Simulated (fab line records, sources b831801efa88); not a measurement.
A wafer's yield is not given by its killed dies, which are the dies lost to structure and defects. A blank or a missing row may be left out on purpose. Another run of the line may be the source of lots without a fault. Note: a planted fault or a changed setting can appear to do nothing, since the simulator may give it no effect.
Which tool was responsible? | flow sky130 | 6 lots, 18 wafers sampled, at 1 step of a route of 708

== WHAT THE GAUGES SHOWED, per wafer ==
SKY_VT_ADJUST_NCORE_OVL_MEAS_08.
lot  | measured     | on         | VT_ADJUST_NCORE_OVL (nm)
L109 | day 9 15:38  | overlay-02 | 1.8 1.7 1.6
L111 | day 10 05:23 | overlay-01 | 0.6 0.8 -0.2
L113 | day 10 12:59 | overlay-01 | -1.7 -1.3 0.0
L116 | day 11 10:14 | overlay-02 | 0.0 1.2 -0.1
L119 | day 12 06:53 | overlay-02 | 2.4 3.0 1.9
L129 | day 15 10:50 | overlay-02 | 3.2 2.6 3.1

== EACH LOT AND THE TOOL THAT RAN IT (in order: tool; ch and the chambers of the sampled wafers; start) ==
The record holds no process step before these readings.

== THE ANSWER, worked out from the rows above alone ==
Rule: usual is defined by the lots themselves. Put in order of their means at a reading, lots are off if they are a third of the lots or fewer, leave a main group of 4 or more, and stand apart from it by a gap of 3 or more times the standard deviation of the main group's means; of several such gaps the widest counts. The tables above print the reading to a certain number of digits; a main group whose means all agree to those digits is not used. Also off: a lot with no number at a reading for which 4 or more lots have one. The other lots that the step has rows for count as sound.
Across all readings shown, no lot is off: no conclusion can be drawn from this.

== WHAT HAD BEEN PUT IN BY THE SIMULATOR ==
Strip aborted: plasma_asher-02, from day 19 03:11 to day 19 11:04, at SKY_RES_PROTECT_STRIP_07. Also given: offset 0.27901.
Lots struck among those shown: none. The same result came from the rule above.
